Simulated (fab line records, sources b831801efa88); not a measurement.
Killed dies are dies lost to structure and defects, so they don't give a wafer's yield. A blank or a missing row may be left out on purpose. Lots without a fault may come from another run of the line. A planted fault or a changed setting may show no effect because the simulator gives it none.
Which tool did it? | flow sky130 | 12 lots, 36 wafers sampled, at 5 steps of a route of 708

WHAT THE GAUGES READ, wafer by wafer
SKY_LI_CONTACT_RS_MEAS_22: measures by four-point-probe.
lot  | measured     | on            | LI_CONTACT_W_RS (ohm/sq)
L448 | day 29 16:43 | film_metro-03 | 0.2887 0.2826 0.2907
L450 | day 30 09:42 | film_metro-04 | 0.2795 0.2791 0.2815
L451 | day 30 22:14 | film_metro-03 | 0.2868 0.2883 0.2876
L454 | day 31 18:24 | film_metro-03 | 0.2833 0.2847 0.2828
L453 | day 31 21:16 | film_metro-03 | 0.2866 0.2874 0.2862
L452 | day 31 21:39 | film_metro-04 | 0.2902 0.2875 0.2863
L455 | day 32 09:18 | film_metro-03 | 0.2871 0.2884 0.2869
L456 | day 32 18:57 | film_metro-04 | 0.2874 0.2870 0.2888
L458 | day 33 05:48 | film_metro-04 | 0.2849 0.2884 0.2862
L461 | day 34 02:52 | film_metro-03 | 0.3024 0.2993 0.2977
L467 | day 35 15:48 | film_metro-04 | 0.3035 0.2983 0.2967
L469 | day 37 12:41 | film_metro-03 | 0.2864 0.2860 0.2851

SKY_LOCAL_INTERCONNECT_THK_MEAS_02: measures by xrf.
lot  | measured     | on            | LOCAL_INTERCONNECT_TIN_THK (nm)
L448 | day 29 17:21 | film_metro-03 | 101.3 101.7 100.9
L450 | day 30 10:22 | film_metro-01 | 100.0 99.7 98.9
L451 | day 30 22:53 | film_metro-03 | 102.0 101.7 102.3
L454 | day 31 19:04 | film_metro-01 | 98.5 100.5 98.9
L453 | day 31 22:08 | film_metro-01 | 101.6 101.2 101.5
L452 | day 31 22:40 | film_metro-01 | 100.1 100.3 99.7
L455 | day 32 11:17 | film_metro-03 | 102.6 102.3 100.1
L456 | day 32 19:36 | film_metro-03 | 101.0 101.6 100.8
L458 | day 33 06:27 | film_metro-01 | 100.3 100.4 99.8
L461 | day 34 03:31 | film_metro-04 | 100.0 102.0 102.2
L467 | day 35 16:28 | film_metro-04 | 101.5 100.0 101.1
L469 | day 37 13:20 | film_metro-01 | 101.4 102.6 101.0

WHICH TOOL RAN EACH LOT (tool, then ch and the chambers of the sampled wafers, then the start)
lot  | SKY_LDD_HVN_STRIP_09                 | SKY_LI_CONTACT_STRIP_16              | SKY_LI_CONTACT_CVD_21
L448 | plasma_asher-01 ch 0,1, day 20 19:16 | plasma_asher-04 ch 0,1, day 29 16:06 | cvd_w-01 ch 0,1, day 29 16:35
L450 | plasma_asher-01 ch 0,1, day 21 16:01 | plasma_asher-04 ch 0,1, day 30 09:08 | cvd_w-01 ch 1, day 30 09:34
L451 | plasma_asher-04 ch 0,1, day 22 06:44 | plasma_asher-01 ch 0,1, day 30 21:40 | cvd_w-02 ch 0,1, day 30 22:06
L454 | plasma_asher-03 ch 0,1, day 23 05:05 | plasma_asher-01 ch 0,1, day 31 17:43 | cvd_w-01 ch 1, day 31 18:09
L453 | plasma_asher-03 ch 0,1, day 23 05:44 | plasma_asher-02 ch 0,1, day 31 20:41 | cvd_w-01 ch 0, day 31 21:07
L452 | plasma_asher-01 ch 0,1, day 23 06:23 | plasma_asher-02 ch 0,1, day 31 21:05 | cvd_w-02 ch 0,1, day 31 21:32
L455 | plasma_asher-03 ch 0,1, day 23 18:47 | plasma_asher-01 ch 0,1, day 32 08:43 | cvd_w-02 ch 0,1, day 32 09:09
L456 | plasma_asher-04 ch 0,1, day 24 05:35 | plasma_asher-02 ch 0,1, day 32 18:22 | cvd_w-01 ch 0,1, day 32 18:48
L458 | plasma_asher-04 ch 1, day 24 16:41   | plasma_asher-01 ch 0, day 33 05:13   | cvd_w-02 ch 0, day 33 05:39
L461 | plasma_asher-03 ch 0,1, day 25 18:05 | plasma_asher-01 ch 0,1, day 34 02:18 | cvd_w-01 ch 0,1, day 34 02:44
L467 | plasma_asher-01 ch 0,1, day 27 09:08 | plasma_asher-01 ch 0,1, day 35 15:14 | cvd_w-01 ch 0,1, day 35 15:40
L469 | plasma_asher-01 ch 0,1, day 29 13:08 | plasma_asher-04 ch 1, day 37 12:07   | cvd_w-02 ch 1, day 37 12:32
- SKY_LDD_HVN_STRIP_09: strips in O2/N2.
- SKY_LI_CONTACT_STRIP_16: strips in O2/N2.
- SKY_LI_CONTACT_CVD_21: deposits W, target thk 400 nm, time 120.56 s.

WHAT THE TOOLS THEMSELVES READ (means of the sampled wafers that have a number; where no wafer has one, the mark that the record gives instead)
SKY_LDD_HVN_STRIP_09.
lot  | tool            | drypump_motor_current_A (A) | oes_product_au (a.u.) | strip_time_to_endpoint_s (s)
L448 | plasma_asher-01 | 6.1                         | 0.408                 | 4.150
L450 | plasma_asher-01 | 5.8                         | 0.407                 | 4.116
L451 | plasma_asher-04 | 5.7                         | 0.405                 | 4.132
L454 | plasma_asher-03 | 6.1                         | 0.406                 | 4.133
L453 | plasma_asher-03 | 5.8                         | 0.409                 | 4.124
L452 | plasma_asher-01 | 6.0                         | 0.409                 | 4.141
L455 | plasma_asher-03 | 6.1                         | 0.410                 | 4.159
L456 | plasma_asher-04 | 5.5                         | 0.414                 | 4.117
L458 | plasma_asher-04 | 5.3                         | 0.406                 | 4.148
L461 | plasma_asher-03 | 5.8                         | 0.413                 | 4.144
L467 | plasma_asher-01 | 6.0                         | 0.412                 | 4.124
L469 | plasma_asher-01 | 6.0                         | 0.410                 | 4.142

SKY_LI_CONTACT_STRIP_16.
lot  | tool            | drypump_motor_current_A (A) | oes_product_au (a.u.) | strip_time_to_endpoint_s (s)
L448 | plasma_asher-04 | 5.7                         | 0.376                 | 3.46
L450 | plasma_asher-04 | 5.5                         | 0.373                 | 3.51
L451 | plasma_asher-01 | 5.8                         | 0.373                 | 3.44
L454 | plasma_asher-01 | 6.0                         | 0.373                 | 3.44
L453 | plasma_asher-02 | 6.2                         | 0.378                 | 3.44
L452 | plasma_asher-02 | 6.2                         | 0.380                 | 3.49
L455 | plasma_asher-01 | 5.8                         | 0.371                 | 3.46
L456 | plasma_asher-02 | 6.1                         | 0.371                 | 3.46
L458 | plasma_asher-01 | 5.5                         | 0.373                 | 3.51
L461 | plasma_asher-01 | 5.8                         | 0.378                 | 3.47
L467 | plasma_asher-01 | 6.0                         | 0.376                 | 3.49
L469 | plasma_asher-04 | 5.3                         | 0.379                 | 3.50

SKY_LI_CONTACT_CVD_21.
lot  | tool     | heater_power_w (W) | susceptor_temp_C (C)
L448 | cvd_w-01 | 836                | 399.68
L450 | cvd_w-01 | 714                | 399.77
L451 | cvd_w-02 | 892                | 399.80
L454 | cvd_w-01 | 719                | 399.95
L453 | cvd_w-01 | 885                | 399.93
L452 | cvd_w-02 | 915                | 399.80
L455 | cvd_w-02 | 874                | 399.73
L456 | cvd_w-01 | 842                | 399.86
L458 | cvd_w-02 | 828                | 400.20
L461 | cvd_w-01 | 772                | 397.12
L467 | cvd_w-01 | 761                | 396.83
L469 | cvd_w-02 | 952                | 400.13

THE ANSWER, worked out from the rows above alone
Rule: what is usual is taken from the lots themselves. Put in order of their means at a reading, lots are off if they are a third of the lots or fewer, leave a main group of 4 or more, and stand apart from it by a gap of 3 or more times the standard deviation of the main group's means; of several such gaps the widest counts. A main group whose means are all the same, to the digits that the tables above print for the reading, isn't used. A lot without any number at a reading at which 4 lots or more have one is off too. The other lots that the step has rows for count as sound. The gauges are gone through in route order, then the tools' own readings, and for those a lot's mean is taken as printed above. The first step at which some lot is off is used, and at that step the reading that is off furthest; a lot without a number counts as furthest.
Off: L461, L467, at SKY_LI_CONTACT_RS_MEAS_22 (LI_CONTACT_W_RS). The main group: mean 0.2861 ohm/sq, standard deviation 0.0024.
A tool fits if, at a process step before that reading, it ran every lot that is off, and no sound lot after the first of them. The gauges at SKY_LI_CONTACT_RS_MEAS_22 aren't tried: what is off there is off at SKY_LI_CONTACT_CVD_21 too, on other tools, and a gauge's error can't cause that. Can't be told from this: 2 tools fit, plasma_asher-01 at SKY_LI_CONTACT_STRIP_16, cvd_w-01 at SKY_LI_CONTACT_CVD_21.

WHAT THE SIMULATOR HAD PUT IN
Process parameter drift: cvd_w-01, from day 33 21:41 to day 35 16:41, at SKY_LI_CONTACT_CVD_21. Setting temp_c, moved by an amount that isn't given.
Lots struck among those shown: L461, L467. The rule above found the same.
